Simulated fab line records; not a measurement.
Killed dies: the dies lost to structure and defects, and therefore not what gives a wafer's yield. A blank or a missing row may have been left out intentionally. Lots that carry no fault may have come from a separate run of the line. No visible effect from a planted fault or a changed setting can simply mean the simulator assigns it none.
fab line records	flow sky130
[record] lots = 6	wafers = 18	lastDay = 50
route steps=708 shown LDD_LDN@294 SPACER@304 POLY_CUT@307 PAD_OPEN@708
lots that met no fault: taken from a fault-free run of the same line
startH: hours from the record's first day to the start of the lot's first wafer shown	waitH: time in hours since the lot's previous step	" same as the row above	L1.1+2: a row that stands for several wafers	- no value, or no start given	* or withheld: withheld	< > ~ a bound
route shown NAME@n: NAME is a module with steps in the file, n the number in the route of the first one	usual: mean/standard deviation of fault-free wafers	same: alike in all rows	chamber/n: place in a boat	sites: each site's reading	_std_site: standard deviation of those values	_edge_site: mean of outer sites minus mean of inner sites	radiusMm: for every site, how far away it sits from the centre of the wafer	mask NAME#n: copy n	behind: tool/chamber where the wafer was last shaped	hold: why the lot went on hold/how many hours it stayed there/how the hold came to an end	device: names the non-switching transistor (n, p or np)	end of line: the route-end tests of the same wafers	a step without rows: its recipe alone	killed: the dies lost at the first sort to structure and to defects; this is not the yield of the wafer	map: shows each die of a wafer: x if killed, . if not, _ if none is there
set.NAME: the run value of the setting; set.NAME@STEP: its run value at that earlier step	model.NAME: the simulator's own value behind a step, which no gauge read
lots at some steps of the route; a table a step, a row a wafer
services: a tool's chamber out of use, with start hour (startH, from the record's first day; less than 0 if before it), hours out, and reason
[[steps]]
[step SKY_LDD_LDN_PEB_05]
[recipe] tempC = withheld	timeS = *	resist = NOVOLAK
[step SKY_LDD_LDN_DEVELOP_06]
[recipe] resist = NOVOLAK	developer = TMAH	developTimeS = 60	devTempC = 23
[step SKY_LDD_LDN_OVL_MEAS_07]
[usual] LDD_LDN_OVL = 1.0/1.3
lot.wafer	tool	chamber	startH	waitH	LDD_LDN_OVL[nm]
L114.3	overlay-01	-	545.11	0.1	1.9
L114.4	"	-	"	"	-0.2
L114.5	"	-	"	"	-0.5
L121.2	overlay-01	-	605.84	0.1	0.0
L121.3	"	-	"	"	0.3
L121.6	"	-	"	"	1.3
L123.2	overlay-02	-	621.79	0.1	1.1
L123.4	"	-	"	"	0.6
L123.6	"	-	"	"	-0.9
L126.1	overlay-01	-	644.19	0.1	0.5
L126.2	"	-	"	"	0.6
L126.3	"	-	"	"	1.2
L135.1	overlay-02	-	701.24	0.1	1.5
L135.2	"	-	"	"	0.1
L135.6	"	-	"	"	-0.3
L136.3	overlay-02	-	703.50	0.1	-0.7
L136.5	"	-	"	"	-0.9
L136.6	"	-	"	"	-2.0
[step SKY_LDD_LDN_IMPLANT_08]
[recipe] species = As	energyKev = 15	doseCm2 = 1.25e+13	tiltDeg = withheld	rotationDeg = 23
[step SKY_LDD_LDN_IMPLANT_09]
[recipe] species = As	energyKev = 15	doseCm2 = 1.25e+13	tiltDeg = withheld	rotationDeg = 113
[step SKY_LDD_LDN_IMPLANT_10]
[recipe] species = As	energyKev = 15	doseCm2 = 1.25e+13	tiltDeg = withheld	rotationDeg = 203
[step SKY_LDD_LDN_IMPLANT_11]
[recipe] species = As	energyKev = 15	doseCm2 = 1.25e+13	tiltDeg = withheld	rotationDeg = 293
[step SKY_LDD_LDN_STRIP_12]
[recipe] chemistry = O2/N2	powerW = 1400	pressureMtorr = 1500	platenTempC = withheld	o2FlowSccm = 3000	n2FlowSccm = 300	overashFraction = 0.5
[usual] drypumpMotorCurrentA = 5.41/0.28	oesProductAu = 0.716/0.0043	stripTimeToEndpointS = 14.20/0.032
lot.wafer	tool	chamber	startH	waitH	drypumpMotorCurrentA	oesProductAu	rfHoursCounterH	stripTimeToEndpointS
L114.3	plasmaAsher-01	1	545.77	0.1	5.27	0.716	-	14.21
L114.4	"	0	"	"	5.07	0.709	-	14.19
L114.5	"	1	"	"	5.27	0.721	-	14.21
L121.2	plasmaAsher-01	1	606.47	0.1	5.29	0.719	48	14.15
L121.3	"	1	"	"	5.26	0.722	-	14.21
L121.6	"	1	"	"	5.28	0.714	-	14.17
L123.2	plasmaAsher-03	0	622.42	0.1	5.31	0.714	80	14.20
L123.4	"	1	"	"	5.28	0.708	-	14.12
L123.6	"	0	"	"	5.32	0.717	-	14.18
L126.1	plasmaAsher-02	1	644.82	0.1	5.90	0.710	94	14.20
L126.2	"	0	"	"	5.70	0.724	94	14.21
L126.3	"	0	"	"	5.70	0.712	-	14.23
L135.1	plasmaAsher-02	1	701.87	0.1	5.92	0.715	100	14.22
L135.2	"	0	"	"	5.66	0.713	100	14.25
L135.6	"	1	"	"	5.93	0.716	-	14.22
L136.3	plasmaAsher-03	1	704.16	0.1	5.24	0.719	-	14.20
L136.5	"	0	"	"	5.29	0.716	-	14.15
L136.6	"	1	"	"	5.22	0.722	-	14.18
[step SKY_LDD_LDN_TW_MEAS_13]
[usual] LDD_LDN_TW = 1464/7.1
lot.wafer	tool	chamber	startH	waitH	LDD_LDN_TW
L114.3	filmMetro-03	-	545.86	0.1	1472
L114.4	"	-	"	"	1461
L114.5	"	-	"	"	1471
L121.2	filmMetro-03	-	606.58	0.1	1457
L121.3	"	-	"	"	1455
L121.6	"	-	"	"	1458
L123.2	filmMetro-03	-	622.53	0.1	1452
L123.4	"	-	"	"	1450
L123.6	"	-	"	"	1454
L126.1	filmMetro-01	-	644.92	0.1	1451
L126.2	"	-	"	"	1459
L126.3	"	-	"	"	1450
L135.1	filmMetro-01	-	701.97	0.1	1466
L135.2	"	-	"	"	1469
L135.6	"	-	"	"	1466
L136.3	filmMetro-01	-	704.24	0.1	1468
L136.5	"	-	"	"	1473
L136.6	"	-	"	"	1469
[step SKY_LDD_LDN_CLEAN_14]
[recipe] chemistry = SC1/SC2	mix = 1:4:20	tempC = 70	timeS = 150	dry = n2Spin
[step SKY_SPACER_CVD_00]
[recipe] material = Si3N4	precursor = DCS/NH3	targetThkNm = 43.1	tempC = 770	timeS = 740	pressureMtorr = 250
[step SKY_SPACER_THK_MEAS_01]
[recipe] reads = Si3N4_of_SPACER_CVD_00
[usual] SPACER_CVD_00_THK = 43.3/0.4
lot.wafer	tool	chamber	startH	waitH	SPACER_CVD_00_THK[nm]
L114.3	filmMetro-03	-	547.78	0.0	43.5
L114.4	"	-	"	"	43.4
L114.5	"	-	"	"	43.7
L121.2	filmMetro-01	-	607.91	0.0	43.3
L121.3	"	-	"	"	43.7
L121.6	"	-	"	"	43.5
L123.2	filmMetro-01	-	623.86	0.0	43.5
L123.4	"	-	"	"	42.8
L123.6	"	-	"	"	43.0
L126.1	filmMetro-04	-	646.99	0.0	42.9
L126.2	"	-	"	"	42.5
L126.3	"	-	"	"	42.6
L135.1	filmMetro-04	-	703.89	0.0	43.3
L135.2	"	-	"	"	43.3
L135.6	"	-	"	"	43.2
L136.3	filmMetro-04	-	707.16	0.0	43.6
L136.5	"	-	"	"	43.6
L136.6	"	-	"	"	43.6
[step SKY_SPACER_ETCHBACK_02]
[recipe] chemistry = CH3F/O2	target = Si3N4	stopOn = SiO2	sourceW = 400	biasW = 80	pressureMtorr = 25	ch3fFlowSccm = 40	O2_flow_sccm = 30	timeS = 46.7	targetDepthA = 450
[usual] drypumpMotorCurrentA = 5.8/0.53	oesProductAu = 0.857/0.0064	rfFwdPowerW = 396.3/1.4	throttleValvePct = 10.562/0.0098
lot.wafer	tool	chamber	startH	waitH	drypumpMotorCurrentA	oesProductAu	rfFwdPowerW	rfHoursCounterH	throttleValvePct	model.SiO2_of_SONOS_ONO_CVD_04.thkNm
L114.3	rieDiel-03	3	547.82	0.0	6.0	0.862	395.1	0	10.556	4.065
L114.4	"	1	"	"	5.2	0.860	394.5	0	10.566	4.105
L114.5	"	3	"	"	6.0	0.858	396.1	-	10.571	4.169
L121.2	rieDiel-03	3	607.96	0.0	6.0	0.856	396.1	1	10.584	4.211
L121.3	"	2	"	"	5.0	0.872	395.8	2	10.549	4.225
L121.6	"	3	"	"	6.0	0.857	392.9	-	10.561	4.29
L123.2	rieDiel-03	1	623.91	0.0	5.2	0.857	395.2	2	10.560	4.04
L123.4	"	2	"	"	5.0	0.850	397.2	3	10.542	4.013
L123.6	"	0	"	"	6.0	0.856	395.8	-	10.573	2.627
L126.1	rieDiel-03	1	647.05	0.1	5.2	0.854	398.4	2	10.569	4
L126.2	"	3	"	"	6.0	0.852	396.3	1	10.553	4.15
L126.3	"	0	"	"	6.0	0.854	396.6	4	10.548	2.651
L135.1	rieDiel-02	2	703.95	0.1	6.7	0.862	396.6	20	10.575	4.246
L135.2	"	1	"	"	5.5	0.854	396.9	13	10.558	4.253
L135.6	"	3	"	"	6.2	0.851	397.8	-	10.551	4.214
L136.3	rieDiel-02	2	707.20	0.0	6.7	0.863	398.8	20	10.575	4.146
L136.5	"	1	"	"	5.5	0.853	398.9	-	10.552	4.326
L136.6	"	2	"	"	6.6	0.852	396.3	-	10.553	4.266
[step SKY_POLY_CUT_DEHYDRATE_00]
[recipe] tempC = 200	timeS = 60
[step SKY_POLY_CUT_HMDS_01]
[recipe] primeTimeS = 60	primeTempC = 120
[step SKY_POLY_CUT_COAT_02]
[recipe] resist = BARC	tempC = withheld	timeS = withheld	spinRpm = 3000	resistThkNm = 60
[step SKY_POLY_CUT_COAT_03]
[recipe] resist = KrF-thick	spinRpm = 3000	resistThkNm = 450
[step SKY_POLY_CUT_SOFTBAKE_04]
[recipe] tempC = 100	timeS = 90	resist = KrF-thick
[step SKY_POLY_CUT_EXPOSE_05]
[recipe] maskId = NPCM	na = 0.8	sourceShape = annular	sigmaInner = 0.55	sigmaOuter = 0.85	targetCdNm = 270	doseMj = 32
[step SKY_POLY_CUT_PEB_06]
[recipe] pebTempC = withheld	pebTimeS = withheld	resist = KrF-thick
[step SKY_POLY_CUT_DEVELOP_07]
[recipe] developTimeS = 60	resist = KrF-thick	devTempC = 21
[step SKY_POLY_CUT_CD_MEAS_08]
[recipe] targetCdNm = 270
[usual] cdNm = 269.6/1.5
lot.wafer	tool	chamber	startH	waitH	cdNm
L114.3	cdSem-01	-	577.13	-	270.1
L114.4	"	-	"	"	268.5
L114.5	"	-	"	"	268.4
L121.2	cdSem-02	-	636.61	-	269.1
L121.3	"	-	"	"	267.9
L121.6	"	-	"	"	270.5
L123.2	cdSem-02	-	655.08	-	270.3
L123.4	"	-	"	"	270.4
L123.6	"	-	"	"	269.4
L126.1	cdSem-01	-	675.49	-	268.3
L126.2	"	-	"	"	266.7
L126.3	"	-	"	"	267.9
L135.1	cdSem-01	-	731.84	-	271.3
L135.2	"	-	"	"	270.9
L135.6	"	-	"	"	271.3
L136.3	cdSem-01	-	735.98	-	271.1
L136.5	"	-	"	"	271.5
L136.6	"	-	"	"	271.1
[step SKY_POLY_CUT_OVL_MEAS_09]
[usual] POLY_CUT_OVL = 0/6.9
lot.wafer	tool	chamber	startH	waitH	POLY_CUT_OVL[nm]
L114.3	overlay-02	-	577.22	0.1	-2
L114.4	"	-	"	"	7
L114.5	"	-	"	"	-5
L121.2	overlay-02	-	636.72	0.1	-4
L121.3	"	-	"	"	7
L121.6	"	-	"	"	-4
L123.2	overlay-01	-	655.19	0.1	2
L123.4	"	-	"	"	-1
L123.6	"	-	"	"	-1
L126.1	overlay-02	-	675.61	0.1	5
L126.2	"	-	"	"	15
L126.3	"	-	"	"	3
L135.1	overlay-01	-	731.96	0.1	-7
L135.2	"	-	"	"	11
L135.6	"	-	"	"	3
L136.3	overlay-02	-	736.07	0.1	12
L136.5	"	-	"	"	18
L136.6	"	-	"	"	-5
[step SKY_POLY_CUT_ETCH_10]
[recipe] chemistry = N2/H2	target = BARC	ionEnergyEv = 200	sourceW = 500	biasW = 100	pressureMtorr = 30	n2FlowSccm = 100	h2FlowSccm = 200	stopOn = SiO2	timeS = 45.9	targetDepthA = 600
[usual] drypumpMotorCurrentA = 5.8/0.48	h2FlowSccm = 199.9/0.54	oesProductAu = 0.855/0.0046	rfFwdPowerW = 495.1/1.6	throttleValvePct = 13.224/0.0094
lot.wafer	tool	chamber	startH	waitH	drypumpMotorCurrentA	h2FlowSccm	oesProductAu	rfFwdPowerW	rfHoursCounterH	throttleValvePct
L114.3	rieDiel-03	2	577.25	0.0	5.0	199.4	0.863	494.3	2	13.213
L114.4	"	1	"	"	5.2	200.3	0.861	497.2	1	13.204
L114.5	"	1	"	"	5.1	200.3	0.859	498.2	-	13.237
L121.2	rieDiel-01	2	636.75	0.0	6.0	199.4	0.857	495.7	11	13.215
L121.3	"	0	"	"	5.9	199.8	0.852	495.9	7	13.228
L121.6	"	3	"	"	6.2	199.2	0.859	495.0	-	13.241
L123.2	rieDiel-03	2	655.22	0.0	5.0	200.3	0.863	494.1	3	13.236
L123.4	"	1	"	"	5.1	199.7	0.852	493.9	2	13.221
L123.6	"	1	"	"	5.1	198.9	0.860	495.9	-	13.233
L126.1	rieDiel-04	0	675.65	0.0	6.3	199.8	0.854	495.9	0	13.239
L126.2	"	2	"	"	5.5	199.6	0.861	493.7	7	13.219
L126.3	"	1	"	"	6.4	199.7	0.860	493.4	3	13.239
L135.1	rieDiel-01	3	732.00	0.0	6.2	199.8	0.857	498.4	20	13.227
L135.2	"	1	"	"	6.2	199.5	0.854	494.0	9	13.218
L135.6	"	2	"	"	6.0	200.1	0.864	495.0	-	13.219
L136.3	rieDiel-04	3	736.09	0.0	5.3	199.8	0.853	497.9	8	13.214
L136.5	"	1	"	"	6.4	198.9	0.860	495.4	-	13.214
L136.6	"	0	"	"	6.3	201.1	0.854	493.7	-	13.228
[step SKY_POLY_CUT_ETCH_11]
[recipe] target = Si3N4	chemistry = CF4/CH2F2/Ar	stopOn = poly-Si	sourceW = 600	biasW = 150	pressureMtorr = 40	cf4FlowSccm = 40	ch2f2FlowSccm = 20	Ar_flow_sccm = 150	timeS = 42.5	targetDepthA = 600
[usual] drypumpMotorCurrentA = 5.8/0.48	oesProductAu = 0.831/0.0069	rfFwdPowerW = 593.9/1.9	throttleValvePct = 14.994/0.0091
lot.wafer	tool	chamber	startH	waitH	drypumpMotorCurrentA	oesProductAu	rfFwdPowerW	rfHoursCounterH	throttleValvePct	model.etch.depthNm	model.POLY_CUT.featureDepthNm
L114.3	rieDiel-03	2	577.29	0.0	5.0	0.842	595.3	2	14.999	63.41	63.41
L114.4	"	1	"	"	5.1	0.840	595.2	1	14.985	63.18	63.18
L114.5	"	1	"	"	5.1	0.827	594.1	-	14.988	62.7	62.7
L121.2	rieDiel-01	2	636.79	0.0	6.0	0.838	596.8	11	14.993	63.38	63.38
L121.3	"	0	"	"	5.9	0.844	595.4	7	14.994	63.19	63.19
L121.6	"	3	"	"	6.2	0.828	594.1	-	14.997	63.11	63.11
L123.2	rieDiel-03	2	655.26	0.0	5.0	0.826	595.8	3	14.997	61.59	61.59
L123.4	"	1	"	"	5.2	0.826	596.6	2	14.986	61.57	61.57
L123.6	"	1	"	"	5.1	0.796	596.8	-	14.983	58.01	58.01
L126.1	rieDiel-04	0	675.69	0.0	6.3	0.829	592.7	0	14.994	62.66	62.66
L126.2	"	2	"	"	5.5	0.841	591.3	7	14.986	63.61	63.61
L126.3	"	1	"	"	6.4	0.808	594.8	3	14.990	58.82	58.82
L135.1	rieDiel-01	3	732.04	0.0	6.2	0.834	594.6	20	15.006	62.85	62.85
L135.2	"	1	"	"	6.2	0.837	593.8	9	14.997	62.64	62.64
L135.6	"	2	"	"	6.0	0.836	594.7	-	14.999	62.77	62.77
L136.3	rieDiel-04	3	736.13	0.0	5.3	0.831	596.0	8	14.987	62.66	62.66
L136.5	"	1	"	"	6.4	0.838	592.5	-	14.999	62.28	62.28
L136.6	"	0	"	"	6.4	0.831	592.8	-	14.985	62.94	62.94
[step SKY_POLY_CUT_STRIP_12]
[recipe] chemistry = O2/N2	powerW = 1400	pressureMtorr = 1500	platenTempC = withheld	o2FlowSccm = 3000	n2FlowSccm = 300	overashFraction = 0.5
[usual] drypumpMotorCurrentA = 5.7/0.31	oesProductAu = 0.452/0.0041	stripTimeToEndpointS = 5.360/0.019
lot.wafer	tool	chamber	startH	waitH	drypumpMotorCurrentA	oesProductAu	rfHoursCounterH	stripTimeToEndpointS
L114.3	plasmaAsher-02	1	577.36	0.1	6.0	0.452	-	5.385
L114.4	"	0	"	"	5.7	0.448	-	5.401
L114.5	"	1	"	"	6.0	0.445	-	5.376
L121.2	plasmaAsher-02	0	636.83	0.0	5.6	0.455	93	5.364
L121.3	"	1	"	"	5.9	0.460	-	5.363
L121.6	"	1	"	"	5.9	0.453	-	5.393
L123.2	plasmaAsher-02	1	655.30	0.0	5.9	0.459	95	5.366
L123.4	"	0	"	"	5.7	0.451	-	5.375
L123.6	"	0	"	"	5.7	0.447	-	5.387
L126.1	plasmaAsher-04	1	675.73	0.0	5.9	0.458	25	5.360
L126.2	"	0	"	"	5.9	0.453	25	5.334
L126.3	"	1	"	"	5.9	0.446	-	5.347
L135.1	plasmaAsher-04	0	732.08	0.0	5.9	0.458	31	5.386
L135.2	"	1	"	"	5.8	0.457	31	5.351
L135.6	"	0	"	"	5.9	0.447	-	5.370
L136.3	plasmaAsher-01	1	736.21	0.1	5.3	0.451	-	5.382
L136.5	"	1	"	"	5.3	0.451	-	5.366
L136.6	"	0	"	"	5.1	0.456	-	5.339
[step SKY_PAD_OPEN_PROBE_99]
[usual] killed_at_M0_to_M3 = 42/6.7	killed_at_M4_up = 3.0/1.9	killedAtContacts = 24/5.3	killedAtFrontEnd = 16/4.3	killedAtOther = 0.4/0.71	killedDies = 85/9.6	killedOpen = 46/6.5	killedShort = 39/6.7
[same] grossDies = 492	killedAtBackSide = 0
lot.wafer	tool	chamber	startH	waitH	killed_at_M0_to_M3	killed_at_M4_up	killedAtContacts	killedAtFrontEnd	killedAtOther	killedDies	killedOpen	killedShort	model.etest.pfet_01v8.rOnOhmUm	model.etest.resPdiff.lineOhmUm	model.etest.resNdiff.lineOhmUm	model.etest.sonosUncharged.rOnOhmUm	model.etest.pfet_01v8.driveUaUm	model.etest.sramPfetLatch.driveUaUm	model.etest.resPdiff.rsOhmSq	model.etest.pfet_01v8_hvt.driveUaUm
L114.3	prober-02	-	1098.15	0.2	51	3	29	19	3	105	60	42	2937	1331	736.2	799.2	185.6	140.5	195.9	139.4
L114.4	prober-02	-	1098.20	0.2	46	2	28	20	0	96	55	41	2955	1328	736.9	816.8	186.3	139	194.5	139.6
L114.5	prober-02	-	1098.25	0.2	51	2	21	11	3	88	48	37	2985	1348	762.6	820	182.4	133.9	196.5	137.5
L121.2	prober-01	-	1142.51	0.1	30	2	25	11	0	68	39	29	2933	1364	748.3	790.2	187.7	141.3	198	140.9
L121.3	prober-01	-	1142.56	0.2	44	2	27	16	0	89	53	36	2961	1358	741.8	800	189.3	138.4	197.8	139.6
L121.6	prober-01	-	1142.71	0.2	45	3	23	17	0	88	51	37	3009	1345	742	807.1	185.1	144.2	199.9	137.9
L123.2	prober-01	-	1156.15	0.1	24	3	28	6	0	61	33	27	2890	1383	777.4	812.2	192.8	139.4	197.6	145
L123.4	prober-01	-	1156.25	0.2	41	4	26	11	1	83	40	40	2915	1370	763.2	805.9	192.2	140	196.3	142
L123.6	prober-01	-	1156.35	0.2	30	3	26	18	0	77	43	34	2721	1298	735.4	780.6	207.3	153.7	188.7	153.8
L126.1	prober-02	-	1170.45	0.1	47	2	21	10	2	82	44	37	2893	1310	746.9	785.2	191.2	154.8	195.6	142
L126.2	prober-02	-	1170.50	0.1	39	3	26	13	2	83	48	33	2968	1337	752	794.8	188.5	142	194.9	140.3
L126.3	prober-02	-	1170.55	0.2	46	3	12	20	3	84	47	34	2749	1221	713.2	774.7	207	154.7	184.1	154
L135.1	prober-01	-	1202.26	0.1	48	6	28	13	0	95	52	43	2856	1384	761.4	828.4	196.5	148.7	198.7	147.3
L135.2	prober-01	-	1202.31	0.1	41	3	24	15	0	83	46	37	2865	1351	751.5	820.7	192.3	145.8	198.3	144.9
L135.6	prober-01	-	1202.51	0.2	41	8	24	12	1	86	41	45	2836	1374	765	820	197.7	145.6	198.4	147.3
L136.3	prober-02	-	1208.82	0.2	44	6	30	14	0	94	58	36	2907	1351	747.1	802.4	192.3	142.4	200.3	142
L136.5	prober-02	-	1208.92	0.2	42	5	21	16	0	84	53	31	2921	1363	754.6	804	191.8	146.3	199.4	142.4
L136.6	prober-02	-	1208.97	0.2	34	3	26	15	2	80	47	33	2886	1364	741.6	788.6	193.1	141.6	197.9	144
// killed by level:class
L114.3 VIA1:geometricParticle:open=14 CONTACT:geometricParticle:open=11 VIA3:geometricParticle:open=9 VIA2:geometricParticle:open=7 FIELD_ISO:geometricParticle:short=6 LI_CONTACT:geometricParticle:open=6 CONTACT:geometricParticle:short=6 METAL2:geometricParticle:short=6
L114.4 VIA1:geometricParticle:open=17 CONTACT:geometricParticle:open=13 VIA1:geometricParticle:short=9 FIELD_ISO:geometricParticle:open=5 CONTACT:geometricParticle:short=5 FIELD_ISO:geometricParticle:short=4 POLY_GATE:geometricParticle:short=4 POLY_GATE:geometricParticle:open=4
L114.5 VIA1:geometricParticle:open=11 CONTACT:geometricParticle:open=9 METAL2:geometricParticle:short=8 VIA3:geometricParticle:open=7 VIA2:geometricParticle:open=6 FIELD_ISO:geometricParticle:open=5 METAL1:geometricParticle:short=5 VIA1:geometricParticle:short=5
L121.2 CONTACT:geometricParticle:open=11 VIA1:geometricParticle:open=9 LI_CONTACT:geometricParticle:open=6 METAL1:geometricParticle:short=6 VIA1:geometricParticle:short=4 VIA3:geometricParticle:open=4 FIELD_ISO:geometricParticle:short=3 LOCAL_INTERCONNECT:geometricParticle:short=3
L121.3 VIA1:geometricParticle:open=15 CONTACT:geometricParticle:open=10 VIA3:geometricParticle:open=8 LI_CONTACT:geometricParticle:open=6 POLY_GATE:geometricParticle:short=5 METAL1:geometricParticle:short=5 VIA1:geometricParticle:short=4 FIELD_ISO:geometricParticle:open=4
L121.6 VIA3:geometricParticle:open=10 CONTACT:geometricParticle:open=8 VIA2:geometricParticle:open=7 POLY_GATE:geometricParticle:open=7 LI_CONTACT:geometricParticle:open=6 METAL1:geometricParticle:short=5 VIA2:geometricParticle:short=5 CONTACT:geometricParticle:short=4
L123.2 LI_CONTACT:geometricParticle:open=12 CONTACT:geometricParticle:open=7 LOCAL_INTERCONNECT:geometricParticle:short=4 METAL2:geometricParticle:short=4 VIA2:geometricParticle:open=4 VIA3:geometricParticle:short=4 VIA1:geometricParticle:open=3 CONTACT:geometricParticle:short=3
L123.4 CONTACT:geometricParticle:open=8 VIA1:geometricParticle:open=7 VIA2:geometricParticle:open=7 LI_CONTACT:geometricParticle:open=6 LOCAL_INTERCONNECT:geometricParticle:short=5 METAL1:geometricParticle:short=5 VIA1:geometricParticle:short=5 VIA3:geometricParticle:open=4
L123.6 LI_CONTACT:geometricParticle:open=9 LI_CONTACT:geometricParticle:short=6 VIA1:geometricParticle:open=6 FIELD_ISO:geometricParticle:short=5 CONTACT:geometricParticle:short=5 VIA2:geometricParticle:open=5 POLY_GATE:geometricParticle:open=4 CONTACT:geometricParticle:open=4
L126.1 CONTACT:geometricParticle:open=14 VIA2:geometricParticle:open=10 VIA1:geometricParticle:open=8 METAL1:geometricParticle:short=8 METAL2:geometricParticle:short=5 VIA3:geometricParticle:short=5 CONTACT:geometricParticle:short=4 VIA2:geometricParticle:short=3
L126.2 CONTACT:geometricParticle:open=10 LI_CONTACT:geometricParticle:open=8 POLY_GATE:geometricParticle:open=7 VIA1:geometricParticle:open=7 VIA2:geometricParticle:short=6 METAL2:geometricParticle:short=5 LOCAL_INTERCONNECT:geometricParticle:short=4 VIA2:geometricParticle:open=4
L126.3 VIA2:geometricParticle:open=8 POLY_GATE:geometricParticle:open=7 METAL3:geometricParticle:short=6 VIA3:geometricParticle:open=6 VIA1:geometricParticle:open=5 FIELD_ISO:geometricParticle:short=4 POLY_GATE:geometricParticle:short=4 METAL2:geometricParticle:open=4
L135.1 CONTACT:geometricParticle:open=12 VIA2:geometricParticle:open=11 VIA1:geometricParticle:open=11 VIA1:geometricParticle:short=9 METAL1:geometricParticle:short=9 LI_CONTACT:geometricParticle:open=6 METAL4:geometricParticle:short=6 FIELD_ISO:geometricParticle:open=5
L135.2 CONTACT:geometricParticle:open=9 VIA2:geometricParticle:open=9 LI_CONTACT:geometricParticle:open=7 VIA3:geometricParticle:open=7 VIA1:geometricParticle:short=7 VIA1:geometricParticle:open=7 CONTACT:geometricParticle:short=5 METAL2:geometricParticle:short=5
L135.6 VIA1:geometricParticle:open=9 METAL2:geometricParticle:short=8 LI_CONTACT:geometricParticle:open=7 METAL4:geometricParticle:short=6 CONTACT:geometricParticle:open=6 LOCAL_INTERCONNECT:geometricParticle:short=5 VIA3:geometricParticle:open=5 VIA2:geometricParticle:short=4
L136.3 LI_CONTACT:geometricParticle:open=12 VIA1:geometricParticle:open=11 VIA2:geometricParticle:open=7 LI_CONTACT:geometricParticle:short=6 CONTACT:geometricParticle:open=6 VIA3:geometricParticle:open=6 VIA1:geometricParticle:short=5 FIELD_ISO:geometricParticle:open=5
L136.5 VIA1:geometricParticle:open=10 LI_CONTACT:geometricParticle:open=7 VIA3:geometricParticle:open=7 CONTACT:geometricParticle:open=7 VIA2:geometricParticle:open=7 VIA1:geometricParticle:short=6 FIELD_ISO:geometricParticle:open=5 FIELD_ISO:geometricParticle:short=4
L136.6 LI_CONTACT:geometricParticle:open=9 CONTACT:geometricParticle:open=7 VIA1:geometricParticle:open=7 VIA2:geometricParticle:open=6 FIELD_ISO:geometricParticle:open=5 METAL2:geometricParticle:short=5 POLY_GATE:geometricParticle:open=4 LI_CONTACT:geometricParticle:short=4
[[services]]
tool	chamber	startH	hours	kind
plasmaAsher-03	-	529.88	22.8	pm
rieDiel-01	0	532.26	4.5	repair
rieDiel-02	2	532.38	2.4	repair
plasmaAsher-02	-	545.50	14.6	pm
rieDiel-03	1	563.97	1.4	repair
plasmaAsher-04	-	578.01	1.6	repair
rieDiel-01	3	596.02	3.4	repair
rieDiel-02	3	600.50	3.9	repair
rieDiel-04	0	606.11	16.3	repair
rieDiel-01	0	608.50	7.9	repair
rieDiel-04	1	620.27	8.9	repair
rieDiel-01	1	624.52	9.3	repair
rieDiel-04	2	625.20	9.6	repair
rieDiel-04	1	638.24	1.6	repair
rieDiel-02	1	639.60	3.7	repair
plasmaAsher-01	-	670.74	1.9	repair
plasmaAsher-01	-	674.67	3.6	repair
rieDiel-03	3	675.30	7.5	repair
plasmaAsher-02	-	698.95	0.7	repair
plasmaAsher-01	-	715.12	14.0	repair
rieDiel-03	2	723.66	3.0	repair
rieDiel-01	-	729.33	0.5	repair
rieDiel-04	2	733.31	4.0	repair
plasmaAsher-02	-	733.75	9.0	pm
[[key]]
[firstSign] step = SKY_POLY_CUT_ETCH_11	reading = oesProductAu	direction = down	sigmas = 4.1	usual = 0.831	struck = 0.802
effect none on later readings
[modelEffect] step = SKY_SPACER_ETCHBACK_02	value = SiO2_of_SONOS_ONO_CVD_04.thkNm	without = 4.061	struck = 2.639
[modelEffect] step = SKY_POLY_CUT_ETCH_11	value = etch.depthNm	without = 62.39	struck = 58.42
[modelEffect] step = SKY_PAD_OPEN_PROBE_99	value = etest.pfet_01v8.rOnOhmUm	without = 2896	struck = 2735
metAt SKY_SPACER_ETCHBACK_02
struckWafers L123.6,L126.3
testerLeftOut L123,L126
[fault] kind = processParameterDrift	tool = rieDiel-03	chamber = 0	onsetH = 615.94	steps = SKY_SPACER_ETCHBACK_02	channel = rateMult	offset = 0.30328	shape = step	endH = 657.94
// testerLeftOut: of these lots the tester's yield and bins aren't shown, on N5 and GAA mostly nor the transistor test; their killed dies are dies lost to structure and defects alone, not to doping, threshold or leakage, so they don't give the yield
